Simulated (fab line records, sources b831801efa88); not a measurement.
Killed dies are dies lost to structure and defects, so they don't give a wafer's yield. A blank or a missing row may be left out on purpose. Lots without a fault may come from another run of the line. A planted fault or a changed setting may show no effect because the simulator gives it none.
fab line records | flow sky130
record lots=14 wafers=42 last_day=50
route steps=708 shown METAL2@483 VIA2@531 METAL4@638 METAL5@662 PAD_OPEN@708
lots that met no fault: from a run of the same line without faults
start_h: hours from the record's first day to the start of the lot's first wafer shown | wait_h: hours since the lot's step before | " the same as in the row above | L1.1+2: a row that stands for several wafers | - no value, or no start given | * or withheld: withheld | < > ~ a bound
route shown NAME@n: a module of which the file shows steps, and the number in the route of the first | usual: mean/standard deviation of fault-free wafers | same: alike in all rows | chamber/n: place in a boat | sites: the reading at each site | _std_site: their standard deviation | _edge_site: outer sites' mean less inner sites' | radius_mm: how far each site lies from the wafer's centre | mask NAME#n: copy n | behind: the tool/chamber that last shaped the wafer | hold: why the lot was held/for how many hours/how that ended | device: the transistor (n, p or np) that didn't switch | end of line: the same wafers' tests at the end of the route | a step without rows: its recipe alone | killed: dies lost to structure and defects at the first sort, not the wafer's yield | map: a wafer's dies, x killed, . not, _ none there
set.NAME: the setting as run; set.NAME@STEP: as run at that earlier step | model.NAME: the simulator's own value behind a step, which no gauge read
steps of the route over a sample of lots; a table a step, a row a wafer
services: from which hour (start_h, from the record's first day; less than 0 if before it) a tool's chamber was out of use, for how many hours, and why
## steps
# step SKY_METAL2_SPUTTER_00
# recipe material=Ti target_thk_nm=15 power_w=3000 time_s=10 chamber_pressure_pa=0.4
# usual throttle_valve_pct=30.5/1
# columns lot.wafer tool chamber start_h wait_h throttle_valve_pct
L953.1 pvd_sputter-04 - 806.96 0.2 32.7
L953.4 " - " " 30.1
L953.6 " - " " 30.5
L954.2 pvd_sputter-02 - 808.82 0.1 29.3
L954.4 " - " " 30.1
L954.5 " - " " 29.2
L956.2 pvd_sputter-04 - 830.59 0.2 33.0
L956.3 " - " " 30.2
L956.5 " - " " 31.2
L955.2 pvd_sputter-03 - 831.43 0.2 31.5
L955.3 " - " " 29.4
L955.6 " - " " 29.2
L957.2 pvd_sputter-02 - 836.51 0.2 30.6
L957.4 " - " " 30.8
L957.5 " - " " 30.1
L958.1 pvd_sputter-03 - 836.87 0.2 29.4
L958.2 " - " " 31.7
L958.6 " - " " 30.2
L961.1 pvd_sputter-02 - 859.81 0.1 30.8
L961.3 " - " " 30.7
L961.6 " - " " 29.2
L963.1 pvd_sputter-03 - 878.78 0.1 30.2
L963.2 " - " " 32.0
L963.4 " - " " 31.3
L966.3 pvd_sputter-03 - 897.07 0.1 31.3
L966.4 " - " " 30.2
L966.5 " - " " 29.4
L968.1 pvd_sputter-02 - 909.61 0.1 31.3
L968.3 " - " " 29.2
L968.5 " - " " 30.1
L972.4 pvd_sputter-03 - 938.46 0.2 32.4
L972.5 " - " " 32.4
L972.6 " - " " 28.9
L973.2 pvd_sputter-02 - 939.64 0.2 29.2
L973.3 " - " " 30.6
L973.6 " - " " 31.0
L975.2 pvd_sputter-02 - 959.94 0.1 29.1
L975.4 " - " " 31.2
L975.6 " - " " 29.1
L976.3 pvd_sputter-02 - 965.18 0.2 30.5
L976.5 " - " " 29.1
L976.6 " - " " 30.1
# step SKY_VIA2_CMP_24
# recipe stop_on=SiO2 t_overpolish_s=20 down_force_psi=3.5 platen_rpm=60 target_thk_nm=0 pad_velocity_m_s=0.94248
# usual motor_current_A=10.7/1.1 overpolish_run_s=19.999/0.0091 platen_rpm=60.00/0.044 time_to_endpoint_s=99/4.4
# columns lot.wafer tool chamber start_h wait_h motor_current_A overpolish_run_s platen_rpm time_to_endpoint_s
L953.1 cmp-02 0 862.04 0.1 9.2 19.989 59.99 93
L953.4 " 2 " " 11.9 19.999 60.03 92
L953.6 " 3 " " 9.7 19.993 59.92 97
L954.2 cmp-02 2 864.29 0.1 11.9 19.999 60.02 91
L954.4 " 0 " " 9.8 19.996 60.08 96
L954.5 " 1 " " 10.3 20.000 59.95 99
L956.3 cmp-02 3 885.87 0.1 10.4 19.996 60.08 100
L956.2 " 0 " " 9.7 19.989 60.00 97
L956.5 " 3 " " 9.8 19.998 59.98 98
L955.3 cmp-02 3 887.31 0.1 10.2 19.995 60.02 100
L955.2 " 0 " " 9.7 20.003 60.01 96
L955.6 " 2 " " 11.8 19.989 60.09 92
L957.4 cmp-01 3 891.24 0.0 12.1 19.995 60.01 107
L957.2 " 2 " " 11.5 20.022 60.03 95
L957.5 " 3 " " 12.3 19.995 60.04 111
L958.1 cmp-02 0 891.90 0.1 9.7 19.994 60.00 92
L958.2 " 3 " " 9.9 20.010 60.00 99
L958.6 " 0 " " 9.6 20.000 59.99 93
L961.1 cmp-02 3 914.73 0.1 10.0 20.004 59.97 97
L961.3 " 1 " " 10.3 20.012 60.02 100
L961.6 " 2 " " 11.4 19.989 60.02 92
L963.2 cmp-01 0 932.16 0.3 8.9 19.986 59.93 101
L963.1 " 1 " " 11.2 19.989 60.04 103
L963.4 " 3 " " 11.9 19.989 59.99 107
L966.4 cmp-01 1 948.97 0.0 11.9 20.001 60.00 102
L966.3 " 3 " " 12.0 20.010 60.02 103
L966.5 " 2 " " 10.9 19.986 60.05 97
L968.3 cmp-02 2 961.69 0.1 11.9 19.996 60.00 97
L968.1 " 3 " " 10.6 20.002 59.99 104
L968.5 " 2 " " 12.2 20.004 59.91 98
L972.4 cmp-01 0 989.24 0.2 9.4 19.990 60.04 96
L972.5 " 1 " " 11.5 19.985 60.01 101
L972.6 " 2 " " 11.4 20.003 60.07 95
L973.2 cmp-02 1 990.85 0.0 10.2 20.000 60.01 106
L973.3 " 2 " " 11.2 20.004 60.06 95
L973.6 " 1 " " 10.0 20.003 59.98 103
L975.4 cmp-01 2 1010.11 0.0 11.8 19.992 60.04 100
L975.2 " 3 " " 11.7 19.990 60.00 106
L975.6 " 3 " " 12.1 19.990 60.13 104
L976.3 cmp-01 2 1014.35 0.1 12.0 19.992 60.02 90
L976.5 " 1 " " 11.4 20.017 59.94 94
L976.6 " 2 " " 12.4 20.000 60.04 92
# step SKY_METAL4_CLEAN_22
# recipe chemistry=O3/DIW dry=n2_spin
# columns lot.wafer tool chamber start_h wait_h
L953.1+4+6 wet_bench-02 0 991.38 0.0
L954.2+4+5 wet_bench-02 2 994.31 0.0
L956.2+3+5 wet_bench-04 0 1012.98 0.0
L955.2+3+6 wet_bench-02 1 1015.13 0.0
L957.2+4+5 wet_bench-01 1 1016.88 0.0
L958.1+2+6 wet_bench-02 0 1018.43 0.0
L961.1+3+6 wet_bench-02 1 1038.69 0.0
L963.1+2+4 wet_bench-02 3 1055.16 0.0
L966.3+4+5 wet_bench-01 0 1069.49 0.0
L968.1+3+5 wet_bench-02 1 1080.51 0.0
L972.4+5+6 wet_bench-02 1 1103.19 0.0
L973.2+3+6 wet_bench-02 3 1106.32 0.0
L975.2+4+6 wet_bench-01 2 1122.08 0.0
L976.3+5+6 wet_bench-04 1 1126.22 0.0
# step SKY_METAL5_SPUTTER_01
# recipe material=TiN target_thk_nm=20 power_w=6500 time_s=16.7 chamber_pressure_pa=0.4
# usual throttle_valve_pct=30.6/1.1
# columns lot.wafer tool chamber start_h wait_h throttle_valve_pct
L953.1 pvd_sputter-03 - 1016.16 0.0 30.0
L953.4 " - " " 29.5
L953.6 " - " " 32.5
L954.2 pvd_sputter-02 - 1020.36 0.0 28.7
L954.4 " - " " 31.2
L954.5 " - " " 30.1
L956.2 pvd_sputter-02 - 1037.61 0.0 29.2
L956.3 " - " " 31.2
L956.5 " - " " 30.2
L955.2 pvd_sputter-04 - 1039.71 0.0 30.0
L955.3 " - " " 30.9
L955.6 " - " " 31.0
L957.2 pvd_sputter-02 - 1041.20 0.0 30.8
L957.4 " - " " 29.3
L957.5 " - " " 31.0
L958.1 pvd_sputter-04 - 1043.13 0.0 31.1
L958.2 " - " " 33.0
L958.6 " - " " 30.0
L961.1 pvd_sputter-02 - 1062.31 0.0 29.2
L961.3 " - " " 30.7
L961.6 " - " " 31.0
L963.1 pvd_sputter-04 - 1078.67 0.0 31.2
L963.2 " - " " 32.8
L963.4 " - " " 30.3
L966.3 pvd_sputter-04 - 1092.21 0.0 30.0
L966.4 " - " " 32.9
L966.5 " - " " 30.7
L968.1 pvd_sputter-04 - 1103.41 0.0 29.7
L968.3 " - " " 32.8
L968.5 " - " " 29.9
L972.4 pvd_sputter-03 - 1124.91 0.0 29.4
L972.5 " - " " 30.1
L972.6 " - " " 31.2
L973.2 pvd_sputter-03 - 1128.07 0.0 30.3
L973.3 " - " " 29.3
L973.6 " - " " 31.3
L975.2 pvd_sputter-02 - 1143.36 0.0 30.4
L975.4 " - " " 29.0
L975.6 " - " " 30.3
L976.3 pvd_sputter-04 - 1147.11 0.0 30.0
L976.5 " - " " 31.0
L976.6 " - " " 32.9
# step SKY_PAD_OPEN_PROBE_99
# usual killed_at_M0_to_M3=44/7.3 killed_at_M4_up=3.4/1.8 killed_at_contacts=24/5.8 killed_at_front_end=15/4.9 killed_at_other=0.4/0.63 killed_dies=86/11 killed_open=47/8 killed_short=39/6.5
# same gross_dies=492 killed_at_back_side=0
# columns lot.wafer tool chamber start_h wait_h killed_at_M0_to_M3 killed_at_M4_up killed_at_contacts killed_at_front_end killed_at_other killed_dies killed_open killed_short
L972.4 prober-02 - 1182.46 0.2 47 46 19 13 0 125 47 36
L972.5 prober-02 - 1182.51 0.2 40 38 20 15 0 113 46 33
L972.6 prober-02 - 1182.56 0.2 46 40 14 17 0 117 38 40
L973.2 prober-01 - 1185.15 0.1 55 46 21 9 1 132 47 40
L973.3 prober-01 - 1185.20 0.2 45 43 24 16 2 130 44 47
L973.6 prober-01 - 1185.35 0.2 48 54 15 10 0 127 39 39
# killed by level:class
L972.4 METAL4:unspecified=42 VIA1:geometric_particle:open=15 VIA1:geometric_particle:short=8 LI_CONTACT:geometric_particle:open=6 VIA3:geometric_particle:open=6 CONTACT:geometric_particle:open=5 METAL1:geometric_particle:short=5 POLY_GATE:geometric_particle:open=4
L972.5 METAL4:unspecified=34 METAL1:geometric_particle:short=9 VIA3:geometric_particle:open=8 LI_CONTACT:geometric_particle:open=6 CONTACT:geometric_particle:open=6 VIA1:geometric_particle:open=6 FIELD_ISO:geometric_particle:open=5 VIA1:geometric_particle:short=4
L972.6 METAL4:unspecified=39 VIA1:geometric_particle:open=11 VIA1:geometric_particle:short=10 POLY_GATE:geometric_particle:short=6 CONTACT:geometric_particle:open=6 METAL2:geometric_particle:short=6 VIA3:geometric_particle:open=5 VIA2:geometric_particle:open=4
L973.2 METAL4:unspecified=44 VIA1:geometric_particle:open=15 LI_CONTACT:geometric_particle:open=8 VIA2:geometric_particle:short=8 VIA3:geometric_particle:open=7 METAL2:geometric_particle:short=6 LOCAL_INTERCONNECT:geometric_particle:short=5 VIA1:geometric_particle:short=5
L973.3 METAL4:unspecified=39 VIA1:geometric_particle:open=14 VIA3:geometric_particle:open=9 CONTACT:geometric_particle:open=8 CONTACT:geometric_particle:short=6 POLY_GATE:geometric_particle:short=5 METAL1:geometric_particle:short=5 LI_CONTACT:geometric_particle:short=4
L973.6 METAL4:unspecified=49 VIA1:geometric_particle:open=11 CONTACT:geometric_particle:open=9 VIA2:geometric_particle:open=7 VIA3:geometric_particle:open=4 METAL2:geometric_particle:short=4 LOCAL_INTERCONNECT:geometric_particle:short=4 METAL1:geometric_particle:short=4
## services
# columns tool chamber start_h hours kind
cmp-01 - 793.64 3.1 repair
cmp-01 - 813.94 20.4 pm
pvd_sputter-04 - 832.54 2.5 repair
cmp-02 - 846.09 0.5 repair
cmp-01 - 852.52 1.3 repair
cmp-01 - 861.66 0.2 repair
cmp-02 - 871.81 4.7 pm
cmp-01 - 873.86 0.3 repair
cmp-02 - 880.40 4.4 repair
pvd_sputter-04 - 882.32 14.1 repair
pvd_sputter-02 - 890.41 2.5 repair
wet_bench-02 - 906.86 2.3 repair
cmp-01 - 913.57 4.0 pm
cmp-02 - 923.44 11.8 repair
cmp-02 - 967.84 20.3 repair
pvd_sputter-03 - 994.82 4.9 repair
pvd_sputter-04 - 1009.03 2.0 repair
cmp-02 - 1056.39 1.4 repair
cmp-02 - 1084.00 4.0 pm
cmp-02 - 1100.67 0.4 repair
pvd_sputter-02 - 1101.41 7.9 repair
cmp-02 - 1103.04 2.6 repair
pvd_sputter-03 - 1106.47 5.0 repair
pvd_sputter-02 - 1125.86 6.7 repair
## key
first_sign step=SKY_PAD_OPEN_PROBE_99 reading=killed_at_M4_up direction=up sigmas=23 usual=3.4 struck=44.5
effect step=SKY_PAD_OPEN_PROBE_99 reading=killed_dies direction=up sigmas=3.6 usual=86 struck=124
met_at SKY_METAL4_CLEAN_22
struck_lots L972,L973
tester_left_out L973
not_acting_at SKY_METAL2_SPUTTER_00,SKY_VIA2_CMP_24,SKY_METAL5_SPUTTER_01
onset_between 1080.51 1103.19
earlier_fault kind=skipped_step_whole tool=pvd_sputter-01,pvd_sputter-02 chamber=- onset_h=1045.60 steps=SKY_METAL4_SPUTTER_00 scope=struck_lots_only
earlier_fault kind=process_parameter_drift tool=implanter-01 chamber=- onset_h=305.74 steps=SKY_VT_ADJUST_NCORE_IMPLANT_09 channel=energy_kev offset=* shape=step end_h=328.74 acts_in=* stated=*
fault kind=chamber_particle_source tool=wet_bench-02 chamber=- onset_h=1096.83 steps=SKY_METAL4_CLEAN_22 rate_per_visit_cm2=0.41541
# tester_left_out: of these lots the tester's yield and bins aren't shown, on N5 and GAA mostly nor the transistor test; their killed dies are dies lost to structure and defects alone, not to doping, threshold or leakage, so they don't give the yield
